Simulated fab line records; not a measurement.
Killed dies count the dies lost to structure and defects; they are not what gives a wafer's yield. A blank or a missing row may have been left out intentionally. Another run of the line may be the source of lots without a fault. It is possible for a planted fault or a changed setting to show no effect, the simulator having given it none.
The same fault as seen by 2 desks || flow sky130 || only its own numbers are on each desk; what lay behind them is given at the end

== METROLOGY DESK ==
Lot by lot, what the gauges showed, no matter which tool ran the lot: averages of those sampled wafers that carry a number. A lot is out of limits, marked OUT, if its mean lies more than 4 standard deviations from the usual mean; the brackets give that distance.
Columns: A = VT_ADJUST_LVTN_2_TW at SKY_VT_ADJUST_LVTN_TW_MEAS_21, usual 189.8; B = cd_nm at SKY_VT_ADJUST_HVTR_CD_MEAS_07, usual 380.8 nm
{"lot": "L488", "first seen here": "day 7 17:15", "A": 187.6, "B": 384.7}
{"lot": "L490", "first seen here": "day 8 05:41", "A": 189.8, "B": 387.1}
{"lot": "L491", "first seen here": "day 8 11:54", "A": 190.8, "B": 378.1}
{"lot": "L492", "first seen here": "day 8 23:40", "A": 191.5, "B": 381.2}
{"lot": "L493", "first seen here": "day 9 01:47", "A": 187.1, "B": 378.2}
{"lot": "L496", "first seen here": "day 10 00:45", "A": 190.2, "B": 375.9}
{"lot": "L497", "first seen here": "day 10 11:01", "A": 190.3, "B": 380.9}
{"lot": "L498", "first seen here": "day 10 12:45", "A": 190.8, "B": 381.4}
{"lot": "L499", "first seen here": "day 10 21:44", "A": 186.7, "B": 383.4}
{"lot": "L500", "first seen here": "day 11 00:35", "A": 193.1, "B": 376.3}
{"lot": "L501", "first seen here": "day 11 06:29", "A": 190.6, "B": 380.4}
{"lot": "L508", "first seen here": "day 14 09:36", "A": 190.6, "B": 384.5}
{"lot": "L511", "first seen here": "day 14 21:52", "A": 186.2, "B": 378.7}
This desk found nothing out of limits on any of the 13 lots.

== DESK OF THE TOOL OWNER: lpcvd-02 ==
The tool's own readings at SKY_SONOS_ONO_CVD_02 (deposits Si3N4 from DCS/NH3, target thk 10.5 nm, time 180 s): means of the sampled wafers that have a number, for each lot that ran on this tool. A lot is out of limits, marked OUT, if its mean lies more than 4 standard deviations from the usual mean; the brackets give that distance.
Columns: A = spike_tc_centre_C at SKY_SONOS_ONO_CVD_02, usual 771.0 C; B = spike_tc_upper_C at SKY_SONOS_ONO_CVD_02, usual 769.1 C; C = zone_power_centre_pct at SKY_SONOS_ONO_CVD_02, usual 13.91 %; D = zone_power_upper_pct at SKY_SONOS_ONO_CVD_02, usual 12.8 %
{"lot": "L488", "first seen here": "day 11 08:57", "A": 771.7, "B": 769.1, "C": 13.76, "D": 11.1}
{"lot": "L490", "first seen here": "day 12 06:36", "A": 771.0, "B": 770.3, "C": 13.89, "D": 13.8}
{"lot": "L491", "first seen here": "day 12 10:47", "A": 771.3, "B": 769.8, "C": 14.00, "D": 13.8}
{"lot": "L492", "first seen here": "day 12 21:09", "A": 771.0, "B": 768.3, "C": 14.02, "D": 13.9}
{"lot": "L493", "first seen here": "day 13 02:37", "A": 771.1, "B": 769.6, "C": 13.96, "D": 14.0}
{"lot": "L496", "first seen here": "day 14 03:44", "A": 771.7, "B": 769.2, "C": 14.13, "D": 13.8}
{"lot": "L497", "first seen here": "day 14 13:47", "A": 770.6, "B": 769.4, "C": 14.05, "D": 13.9}
{"lot": "L498", "first seen here": "day 14 18:20", "A": 771.3, "B": 768.7, "C": 13.95, "D": 13.9}
{"lot": "L499", "first seen here": "day 15 02:46", "A": 771.2, "B": 769.1, "C": 13.93, "D": 13.9}
{"lot": "L500", "first seen here": "day 15 07:56", "A": 771.7, "B": 768.6, "C": 14.12, "D": 13.9}
{"lot": "L501", "first seen here": "day 15 16:16", "A": "786.3 (+15) OUT", "B": 766.3, "C": "18.27 (+26) OUT", "D": 9.2}
{"lot": "L508", "first seen here": "day 19 04:30", "A": 770.5, "B": 768.7, "C": 13.77, "D": 11.1}
{"lot": "L511", "first seen here": "day 19 19:11", "A": 771.3, "B": 769.7, "C": 13.71, "D": 11.1}
Finding of this desk: L501 out of limits; the first was L501 at day 15 16:16, on spike_tc_centre_C at SKY_SONOS_ONO_CVD_02. L488, L490, L491, L492, L493, L496, L497, L498, L499, L500, L508, L511 stayed within limits.

== ALL TOGETHER ==
On L501, at day 15 16:16, an alarm was possible from the tool owner's desk.
At the metrology desk, nothing out of limits was observed.
The metrology desk has L501 on record, within its limits.
All the named lots went through SKY_SONOS_ONO_CVD_02 on lpcvd-02.

== WHAT HAD BEEN PUT IN BY THE SIMULATOR ==
lpcvd-02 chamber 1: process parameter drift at SKY_SONOS_ONO_CVD_02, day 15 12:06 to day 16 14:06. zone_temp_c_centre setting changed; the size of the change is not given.
Lots struck among those shown: L501.
How many hours passed from the start of the fault until each desk's first out-of-limits reading: the tool owner's desk, 4.
